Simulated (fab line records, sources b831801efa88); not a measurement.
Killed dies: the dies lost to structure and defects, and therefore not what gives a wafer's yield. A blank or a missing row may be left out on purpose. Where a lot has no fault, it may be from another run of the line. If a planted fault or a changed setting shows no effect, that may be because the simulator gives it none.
What tool caused it? | flow gf180mcu | 7 lots with 21 wafers sampled at 2 steps, on a route of 602 steps

== WHAT THE GAUGES SHOWED, per wafer ==
GF_PSD_TW_MEAS_11.
lot  | measured     | on           | PSD_TW
L124 | day 15 03:05 | filmMetro-04 | 3160 3154 3160
L126 | day 16 02:44 | filmMetro-01 | 3146 3123 3144
L128 | day 16 20:40 | filmMetro-04 | 3153 3172 3147
L131 | day 17 14:23 | filmMetro-02 | 3216 3233 3225
L134 | day 18 20:31 | filmMetro-02 | 3223 3228 3224
L140 | day 21 01:25 | filmMetro-02 | 3234 3250 3214
L143 | day 21 23:11 | filmMetro-01 | 3133 3142 3133

== WHICH TOOL RAN EACH LOT (tool, then ch and the chambers of the sampled wafers, then the start) ==
lot  | GF_DUAL_GATE_CLEAN_14
L124 | wetBench-02 ch 3, day 9 00:11
L126 | wetBench-03 ch 3, day 9 19:05
L128 | wetBench-02 ch 3, day 10 11:11
L131 | wetBench-02 ch 2, day 11 02:08
L134 | wetBench-04 ch 3, day 12 03:32
L140 | wetBench-02 ch 1, day 13 23:20
L143 | wetBench-03 ch 2, day 14 19:47
- GF_DUAL_GATE_CLEAN_14: cleans in SC1/SC2, time 150 s.

== THE ANSWER, worked out from the rows above alone ==
Rule: the lots themselves supply what counts as usual. Put in order of their means at a reading, lots are off if they are a third of the lots or fewer, leave a main group of 4 or more, and stand apart from it by a gap of 3 or more times the standard deviation of the main group's means; of several such gaps the widest counts. If all means in a main group match to the digits the tables above print for the reading, that group is not used. A lot without any number at a reading at which 4 lots or more have one is off too. Any other lot the step has rows for is counted as sound.
Nothing can be told from this: no lot is off at any reading shown.

== WHAT WAS PUT IN BY THE SIMULATOR ==
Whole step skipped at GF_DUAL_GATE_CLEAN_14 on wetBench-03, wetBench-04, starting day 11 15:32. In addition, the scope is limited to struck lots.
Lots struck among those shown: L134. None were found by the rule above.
